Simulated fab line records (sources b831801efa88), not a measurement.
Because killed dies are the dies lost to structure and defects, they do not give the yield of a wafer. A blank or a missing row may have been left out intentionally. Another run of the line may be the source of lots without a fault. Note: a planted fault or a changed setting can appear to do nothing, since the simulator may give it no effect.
fab line records    flow gf180mcu
record: lots: 24  wafers: 72  lastDay: 36
route steps=602 shown V3@434 V4@493 MIM@503 V5@541
lots that met no fault: taken from a fault-free run of the same line
startH: hours from the record's opening day to when the first of the lot's shown wafers began    waitH: time in hours since the lot's previous step    " identical to the entry in the row above    L1.1+2: a row that stands for several wafers    - no value, or no start given    * or withheld: withheld    < > ~ a bound
route shown NAME@n: NAME is a module with steps in the file, n the number in the route of the first one    usual: the fault-free wafers' mean and standard deviation    same: alike in all rows    chamber/n: place in a boat    sites: each site's reading    _std_site: their standard deviation    _edge_site: inner sites' mean taken away from outer sites' mean    radiusMm: how far each site lies from the wafer's centre    mask NAME#n: copy n    behind: the tool/chamber that last shaped the wafer    hold: cause of the lot's hold/its duration in hours/its outcome    device: which transistor (n, p or np) failed to switch    end of line: the tests these same wafers got at the end of their route    for a step that has no rows: nothing shown but its recipe    killed: the dies lost at the first sort to structure and to defects; this is not the yield of the wafer    map: per-die view of a wafer (x killed, . not killed, _ where there is no die)
set.NAME: setting as actually run; set.NAME@STEP: the setting as run at that earlier step    model.NAME: the simulator's own value behind a step, which no gauge read
one table for each step of the route and one row for each wafer, over a sample of lots
services: from which hour (startH, from the record's first day; less than 0 if before it) a tool's chamber was out of use, for how many hours, and why
== steps ==
step: GF_V3_BOW_MEAS_05
recipe: mode: bow
usual: V3_BOW: 121/8.6
lot.wafer  tool          chamber  startH  waitH  V3_BOW[um]
L074.2     filmMetro-02  -        540.30  0.3    127
L074.5     "             -        "       "      124
L074.6     "             -        "       "      132
L075.3     filmMetro-01  -        553.94  0.3    121
L075.5     "             -        "       "      120
L075.6     "             -        "       "      115
L076.1     filmMetro-03  -        560.09  0.1    122
L076.4     "             -        "       "      124
L076.6     "             -        "       "      126
L077.1     filmMetro-01  -        568.37  0.2    124
L077.3     "             -        "       "      113
L077.5     "             -        "       "      119
L078.1     filmMetro-03  -        572.50  0.2    118
L078.5     "             -        "       "      123
L078.6     "             -        "       "      123
L079.1     filmMetro-01  -        584.30  0.2    126
L079.2     "             -        "       "      115
L079.6     "             -        "       "      120
L080.2     filmMetro-03  -        589.75  0.1    128
L080.3     "             -        "       "      136
L080.4     "             -        "       "      124
L081.1     filmMetro-02  -        595.10  0.1    132
L081.4     "             -        "       "      127
L081.6     "             -        "       "      116
L082.2     filmMetro-03  -        611.13  0.3    132
L082.4     "             -        "       "      138
L082.6     "             -        "       "      121
L083.1     filmMetro-03  -        614.98  0.2    125
L083.2     "             -        "       "      120
L083.6     "             -        "       "      117
L084.2     filmMetro-02  -        623.65  0.3    133
L084.4     "             -        "       "      124
L084.6     "             -        "       "      136
L085.1     filmMetro-02  -        630.37  0.1    108
L085.3     "             -        "       "      115
L085.6     "             -        "       "      106
L086.1     filmMetro-03  -        634.93  0.3    125
L086.5     "             -        "       "      123
L086.6     "             -        "       "      125
L087.2     filmMetro-02  -        641.43  0.2    101
L087.3     "             -        "       "      118
L087.4     "             -        "       "      97
L088.2     filmMetro-01  -        651.59  0.2    115
L088.3     "             -        "       "      127
L088.5     "             -        "       "      127
L089.2     filmMetro-02  -        655.94  0.3    129
L089.4     "             -        "       "      117
L089.6     "             -        "       "      121
L090.3     filmMetro-02  -        661.34  0.2    136
L090.5     "             -        "       "      140
L090.6     "             -        "       "      141
L091.1     filmMetro-01  -        671.80  0.1    118
L091.3     "             -        "       "      120
L091.4     "             -        "       "      118
L092.4     filmMetro-02  -        675.34  0.3    121
L092.5     "             -        "       "      104
L092.6     "             -        "       "      121
L093.1     filmMetro-01  -        681.00  0.1    113
L093.5     "             -        "       "      135
L093.6     "             -        "       "      117
L094.1     filmMetro-01  -        685.26  0.1    109
L094.3     "             -        "       "      118
L094.4     "             -        "       "      121
L095.1     filmMetro-01  -        693.81  0.1    111
L095.3     "             -        "       "      118
L095.4     "             -        "       "      102
L096.1     filmMetro-03  -        702.43  0.2    114
L096.4     "             -        "       "      115
L096.6     "             -        "       "      120
L097.3     filmMetro-03  -        706.52  0.3    115
L097.4     "             -        "       "      123
L097.5     "             -        "       "      117
step: GF_V3_SPUTTER_21
recipe: material: Ti  targetThkNm: 15  chamberPressurePa: 5  powerW: 2500  substrateTempC: 200  timeS: 80.02
usual: cathodeDcPowerW: 2500.0/0.53  throttleValvePct: 30.0/1.3
lot.wafer  tool           chamber  startH  waitH  cathodeDcPowerW  throttleValvePct
L074.2     pvdSputter-02  -        565.51  0.0    2499.6           28.0
L074.5     "              -        "       "      2500.7           31.7
L074.6     "              -        "       "      2499.9           31.4
L075.3     pvdSputter-02  -        577.62  0.0    2500.1           31.9
L075.5     "              -        "       "      2500.7           27.8
L075.6     "              -        "       "      2500.1           32.0
L076.1     pvdSputter-02  -        583.47  0.0    2500.2           31.1
L076.4     "              -        "       "      2500.4           32.2
L076.6     "              -        "       "      2500.0           29.6
L077.1     pvdSputter-02  -        592.28  0.0    2499.7           29.5
L077.3     "              -        "       "      2500.3           31.9
L077.5     "              -        "       "      2500.3           29.5
L078.1     pvdSputter-02  -        596.15  0.0    2500.2           32.1
L078.5     "              -        "       "      2498.9           29.7
L078.6     "              -        "       "      2499.8           31.1
L079.1     pvdSputter-02  -        607.85  0.0    2499.8           29.3
L079.2     "              -        "       "      2499.8           31.7
L079.6     "              -        "       "      2499.4           31.4
L080.2     pvdSputter-01  -        612.36  0.0    2500.7           29.2
L080.3     "              -        "       "      2500.8           30.0
L080.4     "              -        "       "      2499.3           28.2
L081.1     pvdSputter-01  -        618.28  0.0    2499.7           28.4
L081.4     "              -        "       "      2498.9           29.1
L081.6     "              -        "       "      2500.3           29.3
L082.2     pvdSputter-02  -        633.91  0.0    2499.8           31.3
L082.4     "              -        "       "      2499.9           29.7
L082.6     "              -        "       "      2499.6           31.3
L083.1     pvdSputter-01  -        637.54  0.0    2500.0           30.3
L083.2     "              -        "       "      2500.0           28.2
L083.6     "              -        "       "      2500.3           30.1
L084.2     pvdSputter-01  -        646.10  0.0    2500.2           29.2
L084.4     "              -        "       "      2500.5           29.3
L084.6     "              -        "       "      2499.7           29.3
L085.1     pvdSputter-02  -        653.05  0.0    2500.2           31.1
L085.3     "              -        "       "      2499.7           29.5
L085.6     "              -        "       "      2500.2           31.8
L086.1     pvdSputter-04  -        656.65  0.0    2499.8           30.1
L086.5     "              -        "       "      2500.4           30.9
L086.6     "              -        "       "      2499.7           29.7
L087.2     pvdSputter-02  -        663.28  0.0    2500.7           27.5
L087.3     "              -        "       "      2499.6           31.8
L087.4     "              -        "       "      2500.3           31.1
L088.2     pvdSputter-02  -        673.41  0.0    2499.6           32.0
L088.3     "              -        "       "      2500.4           27.6
L088.5     "              -        "       "      2499.7           29.5
L089.2     pvdSputter-01  -        677.37  0.0    2499.6           29.2
L089.4     "              -        "       "      2499.6           28.2
L089.6     "              -        "       "      2500.1           29.3
L090.3     pvdSputter-04  -        683.07  0.0    2498.9           30.7
L090.5     "              -        "       "      2500.5           30.8
L090.6     "              -        "       "      2500.0           30.2
L091.1     pvdSputter-01  -        693.13  0.0    2499.6           30.2
L091.3     "              -        "       "      2500.0           29.2
L091.4     "              -        "       "      2499.8           29.2
L092.4     pvdSputter-04  -        696.38  0.0    2500.0           29.7
L092.5     "              -        "       "      2500.2           31.1
L092.6     "              -        "       "      2500.4           30.2
L093.1     pvdSputter-02  -        702.56  0.0    2499.1           29.2
L093.5     "              -        "       "      2500.3           27.6
L093.6     "              -        "       "      2500.1           32.0
L094.1     pvdSputter-01  -        706.29  0.0    2500.1           29.4
L094.3     "              -        "       "      2499.5           29.1
L094.4     "              -        "       "      2499.6           28.3
L095.1     pvdSputter-01  -        714.95  0.0    2499.8           28.6
L095.3     "              -        "       "      2499.7           30.5
L095.4     "              -        "       "      2500.1           28.7
L096.1     pvdSputter-02  -        723.31  0.0    2499.6           29.6
L096.4     "              -        "       "      2499.9           31.3
L096.6     "              -        "       "      2499.4           29.6
L097.3     pvdSputter-04  -        726.61  0.0    2500.3           30.0
L097.4     "              -        "       "      2500.0           30.9
L097.5     "              -        "       "      2499.2           29.8
step: GF_V3_THK_MEAS_25
recipe: thkMeasGauge: xrf  reads: W_of_V3_CVD_23
usual: V3_W_THK: 350/5.6
lot.wafer  tool          chamber  startH  waitH  V3_W_THK[nm]
L074.2     filmMetro-01  -        565.86  0.1    350
L074.5     "             -        "       "      351
L074.6     "             -        "       "      354
L075.3     filmMetro-02  -        577.97  0.1    352
L075.5     "             -        "       "      346
L075.6     "             -        "       "      345
L076.1     filmMetro-03  -        583.80  0.1    347
L076.4     "             -        "       "      352
L076.6     "             -        "       "      346
L077.1     filmMetro-03  -        592.61  0.1    346
L077.3     "             -        "       "      344
L077.5     "             -        "       "      339
L078.1     filmMetro-01  -        596.48  0.1    361
L078.5     "             -        "       "      362
L078.6     "             -        "       "      353
L079.1     filmMetro-01  -        608.19  0.1    345
L079.2     "             -        "       "      352
L079.6     "             -        "       "      353
L080.2     filmMetro-03  -        612.70  0.1    345
L080.3     "             -        "       "      350
L080.4     "             -        "       "      340
L081.1     filmMetro-03  -        618.73  0.1    345
L081.4     "             -        "       "      348
L081.6     "             -        "       "      348
L082.2     filmMetro-01  -        634.25  0.1    346
L082.4     "             -        "       "      357
L082.6     "             -        "       "      352
L083.1     filmMetro-01  -        637.87  0.1    348
L083.2     "             -        "       "      349
L083.6     "             -        "       "      355
L084.2     filmMetro-01  -        646.44  0.1    354
L084.4     "             -        "       "      356
L084.6     "             -        "       "      359
L085.1     filmMetro-02  -        653.39  0.1    352
L085.3     "             -        "       "      353
L085.6     "             -        "       "      348
L086.1     filmMetro-01  -        656.99  0.1    363
L086.5     "             -        "       "      359
L086.6     "             -        "       "      354
L087.2     filmMetro-01  -        663.62  0.1    349
L087.3     "             -        "       "      350
L087.4     "             -        "       "      357
L088.2     filmMetro-01  -        673.75  0.1    343
L088.3     "             -        "       "      352
L088.5     "             -        "       "      346
L089.2     filmMetro-02  -        677.71  0.1    357
L089.4     "             -        "       "      354
L089.6     "             -        "       "      350
L090.3     filmMetro-02  -        683.42  0.1    341
L090.5     "             -        "       "      348
L090.6     "             -        "       "      354
L091.1     filmMetro-03  -        693.46  0.1    340
L091.3     "             -        "       "      348
L091.4     "             -        "       "      343
L092.4     filmMetro-01  -        696.74  0.1    354
L092.5     "             -        "       "      346
L092.6     "             -        "       "      350
L093.1     filmMetro-01  -        702.89  0.1    355
L093.5     "             -        "       "      355
L093.6     "             -        "       "      349
L094.1     filmMetro-02  -        706.63  0.1    345
L094.3     "             -        "       "      338
L094.4     "             -        "       "      346
L095.1     filmMetro-01  -        715.29  0.1    344
L095.3     "             -        "       "      351
L095.4     "             -        "       "      344
L096.1     filmMetro-02  -        723.64  0.1    359
L096.4     "             -        "       "      361
L096.6     "             -        "       "      349
L097.3     filmMetro-01  -        726.96  0.1    356
L097.4     "             -        "       "      346
L097.5     "             -        "       "      352
step: GF_V4_ETCH_17
recipe: chemistry: C4F8/O2/Ar  maskMaterial: KrF  target: SiO2  stopOn: TiN  sourceW: 1500  biasW: 1200  pressureMtorr: 40  c4f8FlowSccm: withheld  O2_flow_sccm: 6  Ar_flow_sccm: 300  timeS: withheld  targetDepthA: 6300
usual: oesProductAu: 0.857/0.0047
lot.wafer  tool        chamber  startH  waitH  oesProductAu
L074.2     rieDiel-03  2        -       -      0.851
L074.5     "           1        "       "      0.855
L074.6     "           2        "       "      0.852
L075.3     rieDiel-03  0        -       -      0.858
L075.5     "           3        "       "      0.861
L075.6     "           2        "       "      0.855
L076.1     rieDiel-02  3        -       -      0.846
L076.4     "           0        "       "      0.866
L076.6     "           3        "       "      0.858
L077.1     rieDiel-01  1        -       -      0.861
L077.3     "           3        "       "      0.860
L077.5     "           3        "       "      0.852
L078.1     rieDiel-01  3        -       -      0.849
L078.5     "           2        "       "      0.852
L078.6     "           1        "       "      0.862
L079.1     rieDiel-01  1        -       -      0.855
L079.2     "           3        "       "      0.850
L079.6     "           1        "       "      0.846
L080.2     rieDiel-02  2        -       -      0.857
L080.3     "           1        "       "      0.857
L080.4     "           3        "       "      0.855
L081.1     rieDiel-03  0        -       -      0.853
L081.4     "           2        "       "      0.858
L081.6     "           1        "       "      0.845
L082.2     rieDiel-03  2        -       -      0.860
L082.4     "           1        "       "      0.853
L082.6     "           1        "       "      0.852
L083.1     rieDiel-03  2        -       -      0.852
L083.2     "           3        "       "      0.855
L083.6     "           2        "       "      0.855
L084.2     rieDiel-01  1        -       -      0.856
L084.4     "           3        "       "      0.861
L084.6     "           1        "       "      0.866
L085.1     rieDiel-01  3        -       -      0.854
L085.3     "           0        "       "      0.849
L085.6     "           0        "       "      0.861
L086.1     rieDiel-01  0        -       -      0.852
L086.5     "           2        "       "      0.860
L086.6     "           1        "       "      0.852
L087.2     rieDiel-01  1        -       -      0.861
L087.3     "           0        "       "      0.860
L087.4     "           3        "       "      0.859
L088.2     rieDiel-02  2        -       -      0.856
L088.3     "           3        "       "      0.853
L088.5     "           3        "       "      0.853
L089.2     rieDiel-01  0        -       -      0.857
L089.4     "           2        "       "      0.857
L089.6     "           0        "       "      0.848
L090.3     rieDiel-01  1        -       -      0.856
L090.5     "           3        "       "      0.867
L090.6     "           2        "       "      0.856
L091.1     rieDiel-01  2        -       -      0.849
L091.3     "           0        "       "      0.852
L091.4     "           3        "       "      0.853
L092.4     rieDiel-01  3        -       -      0.853
L092.5     "           0        "       "      0.857
L092.6     "           1        "       "      0.854
L093.1     rieDiel-01  3        -       -      0.855
L093.5     "           2        "       "      0.854
L093.6     "           1        "       "      0.855
L094.1     rieDiel-01  3        -       -      0.858
L094.3     "           2        "       "      0.850
L094.4     "           0        "       "      0.853
L095.1     rieDiel-03  1        -       -      0.858
L095.3     "           0        "       "      0.863
L095.4     "           1        "       "      0.860
L096.1     rieDiel-03  0        -       -      0.855
L096.4     "           1        "       "      0.856
L096.6     "           0        "       "      0.859
L097.3     rieDiel-03  3        -       -      0.862
L097.4     "           3        "       "      0.867
L097.5     "           1        "       "      0.853
step: GF_MIM_SPUTTER_00
recipe: material: Ti  targetThkNm: 37.5  arrivingIonEnergyEv: 80  substrateTempC: 200  chamberPressurePa: 2  powerW: 4000  timeS: 150
usual: cathodeDcPowerW: 4000.0/0.66  throttleValvePct: 30.0/0.75
lot.wafer  tool           chamber  startH  waitH  cathodeDcPowerW  throttleValvePct
L074.2     pvdSputter-04  -        614.17  0.2    3999.3           30.6
L074.5     "              -        "       "      3999.5           31.2
L074.6     "              -        "       "      4000.5           30.0
L075.3     pvdSputter-03  -        625.57  0.1    4000.4           30.7
L075.5     "              -        "       "      3998.9           30.9
L075.6     "              -        "       "      4000.2           28.5
L076.1     pvdSputter-04  -        631.91  0.2    4000.8           29.8
L076.4     "              -        "       "      4000.0           30.2
L076.6     "              -        "       "      4000.4           29.6
L077.1     pvdSputter-01  -        640.41  0.2    4000.5           30.5
L077.3     "              -        "       "      3999.5           29.2
L077.5     "              -        "       "      4000.5           30.3
L078.1     pvdSputter-01  -        644.66  0.2    3999.2           29.4
L078.5     "              -        "       "      4000.2           29.4
L078.6     "              -        "       "      4000.0           28.5
L079.1     pvdSputter-04  -        655.33  0.2    4000.5           29.7
L079.2     "              -        "       "      3999.7           30.5
L079.6     "              -        "       "      3999.8           29.8
L080.2     pvdSputter-04  -        659.25  0.1    4001.3           29.6
L080.3     "              -        "       "      3999.5           30.0
L080.4     "              -        "       "      4001.2           31.3
L081.1     pvdSputter-04  -        666.28  0.2    4000.1           30.8
L081.4     "              -        "       "      3999.9           30.3
L081.6     "              -        "       "      4000.3           29.9
L082.2     pvdSputter-04  -        678.73  0.2    3999.1           30.0
L082.4     "              -        "       "      4000.0           29.6
L082.6     "              -        "       "      4000.2           30.4
L083.1     pvdSputter-01  -        683.43  0.2    3999.6           28.3
L083.2     "              -        "       "      4000.0           30.2
L083.6     "              -        "       "      4000.8           29.2
L084.2     pvdSputter-04  -        691.32  0.2    3999.1           30.3
L084.4     "              -        "       "      3999.9           29.6
L084.6     "              -        "       "      4001.3           30.5
L085.1     pvdSputter-01  -        699.12  0.2    4001.1           28.7
L085.3     "              -        "       "      4001.3           29.3
L085.6     "              -        "       "      4000.1           28.6
L086.1     pvdSputter-03  -        701.58  0.1    3999.4           29.8
L086.5     "              -        "       "      3999.6           29.0
L086.6     "              -        "       "      3999.2           31.1
L087.2     pvdSputter-01  -        707.71  0.2    3999.2           28.6
L087.3     "              -        "       "      4001.4           30.3
L087.4     "              -        "       "      4001.0           29.3
L088.2     pvdSputter-04  -        718.12  0.2    3999.3           30.2
L088.3     "              -        "       "      3999.7           29.7
L088.5     "              -        "       "      3999.6           29.9
L089.2     pvdSputter-04  -        720.97  0.1    3999.9           30.2
L089.4     "              -        "       "      4000.1           30.4
L089.6     "              -        "       "      4000.0           29.9
L090.3     pvdSputter-03  -        726.97  0.2    3999.6           31.1
L090.5     "              -        "       "      3999.9           30.8
L090.6     "              -        "       "      3999.8           30.0
L091.1     pvdSputter-04  -        735.72  0.1    4000.2           30.0
L091.3     "              -        "       "      4000.3           30.4
L091.4     "              -        "       "      3999.5           30.5
L092.4     pvdSputter-04  -        738.77  0.2    4000.1           29.6
L092.5     "              -        "       "      3999.6           30.6
L092.6     "              -        "       "      4000.4           30.2
L093.1     pvdSputter-01  -        745.40  0.1    4000.3           30.1
L093.5     "              -        "       "      4000.5           29.3
L093.6     "              -        "       "      3999.1           29.1
L094.1     pvdSputter-04  -        748.68  0.1    4000.1           30.8
L094.3     "              -        "       "      4000.0           31.1
L094.4     "              -        "       "      3999.2           30.0
L095.1     pvdSputter-01  -        756.56  0.1    4000.5           30.6
L095.3     "              -        "       "      3998.0           29.3
L095.4     "              -        "       "      3999.7           28.5
L096.1     pvdSputter-03  -        764.02  0.2    4000.3           31.1
L096.4     "              -        "       "      3999.1           29.9
L096.6     "              -        "       "      4000.5           31.0
L097.3     pvdSputter-04  -        767.52  0.1    3998.2           30.8
L097.4     "              -        "       "      4000.3           30.2
L097.5     "              -        "       "      3999.9           31.1
step: GF_V5_THK_MEAS_01
recipe: reads: SiO2_of_V5_CVD_00
usual: V5_CVD_00_THK: 300.9/2.7
lot.wafer  tool          chamber  startH  waitH  V5_CVD_00_THK[nm]
L074.2     filmMetro-02  -        658.66  0.0    299.7
L074.5     "             -        "       "      303.0
L074.6     "             -        "       "      304.5
L075.3     filmMetro-02  -        670.39  0.0    303.0
L075.5     "             -        "       "      303.8
L075.6     "             -        "       "      299.6
L076.1     filmMetro-01  -        675.59  0.0    295.9
L076.4     "             -        "       "      301.5
L076.6     "             -        "       "      297.2
L077.1     filmMetro-03  -        683.91  0.0    297.4
L077.3     "             -        "       "      301.6
L077.5     "             -        "       "      302.9
L078.1     filmMetro-03  -        687.80  0.0    304.4
L078.5     "             -        "       "      302.6
L078.6     "             -        "       "      302.7
L079.1     filmMetro-02  -        698.37  0.0    301.4
L079.2     "             -        "       "      298.9
L079.6     "             -        "       "      296.8
L080.2     filmMetro-01  -        702.26  0.0    304.9
L080.3     "             -        "       "      301.8
L080.4     "             -        "       "      303.0
L081.1     filmMetro-03  -        708.58  0.0    304.8
L081.4     "             -        "       "      303.0
L081.6     "             -        "       "      303.3
L082.2     filmMetro-02  -        719.94  0.0    300.3
L082.4     "             -        "       "      297.4
L082.6     "             -        "       "      303.3
L083.1     filmMetro-03  -        724.77  0.0    294.3
L083.2     "             -        "       "      305.4
L083.6     "             -        "       "      302.9
L084.2     filmMetro-02  -        732.40  0.1    304.2
L084.4     "             -        "       "      299.1
L084.6     "             -        "       "      303.9
L085.1     filmMetro-02  -        739.60  0.0    296.1
L085.3     "             -        "       "      308.1
L085.6     "             -        "       "      298.5
L086.1     filmMetro-03  -        742.52  0.0    299.6
L086.5     "             -        "       "      298.1
L086.6     "             -        "       "      301.5
L087.2     filmMetro-02  -        748.13  0.1    297.5
L087.3     "             -        "       "      299.7
L087.4     "             -        "       "      303.9
L088.2     filmMetro-01  -        757.30  0.1    300.6
L088.3     "             -        "       "      299.6
L088.5     "             -        "       "      299.6
L089.2     filmMetro-03  -        760.44  0.0    298.5
L089.4     "             -        "       "      294.4
L089.6     "             -        "       "      300.0
L090.3     filmMetro-01  -        766.10  0.0    303.9
L090.5     "             -        "       "      302.3
L090.6     "             -        "       "      298.5
L091.1     filmMetro-01  -        773.50  0.0    297.4
L091.3     "             -        "       "      299.2
L091.4     "             -        "       "      295.7
L092.4     filmMetro-01  -        776.06  0.0    301.7
L092.5     "             -        "       "      298.7
L092.6     "             -        "       "      303.5
L093.1     filmMetro-01  -        782.66  0.0    301.2
L093.5     "             -        "       "      297.8
L093.6     "             -        "       "      303.3
L094.1     filmMetro-03  -        786.38  0.1    300.0
L094.3     "             -        "       "      299.9
L094.4     "             -        "       "      298.2
L095.1     filmMetro-01  -        793.77  0.0    301.6
L095.3     "             -        "       "      300.3
L095.4     "             -        "       "      300.9
L096.1     filmMetro-01  -        800.30  0.0    301.4
L096.4     "             -        "       "      297.1
L096.6     "             -        "       "      301.3
L097.3     filmMetro-01  -        802.76  0.0    300.1
L097.4     "             -        "       "      302.1
L097.5     "             -        "       "      301.7
== services ==
tool           chamber  startH  hours  kind
rieDiel-01     0        542.88  4.4    repair
pvdSputter-01  -        549.63  1.2    repair
rieDiel-03     2        550.29  11.7   repair
rieDiel-01     0        564.30  9.3    repair
pvdSputter-04  1        578.53  -      consumableReplace:kit
pvdSputter-04  1        578.53  18.0   scheduledDown
pvdSputter-04  1        578.53  18.0   ventCycle
rieDiel-03     -        591.27  0.1    repair
rieDiel-01     0        609.06  4.5    repair
rieDiel-01     0        622.84  -      clean
rieDiel-01     0        622.84  17.3   scheduledDown
pvdSputter-01  -        648.52  0.9    repair
pvdSputter-01  -        655.87  3.9    repair
pvdSputter-03  -        669.65  1.0    repair
rieDiel-02     -        704.15  2.8    pm
pvdSputter-04  -        706.78  1.2    repair
pvdSputter-01  2        707.06  -      consumableReplace:kit
pvdSputter-01  2        707.06  18.0   scheduledDown
pvdSputter-01  2        707.06  18.0   ventCycle
rieDiel-03     0        719.93  6.2    repair
pvdSputter-04  0        722.05  -      consumableReplace:kit
pvdSputter-04  0        722.05  18.0   scheduledDown
pvdSputter-04  0        722.05  18.0   ventCycle
pvdSputter-04  -        730.60  4.4    repair
== key ==
fault none
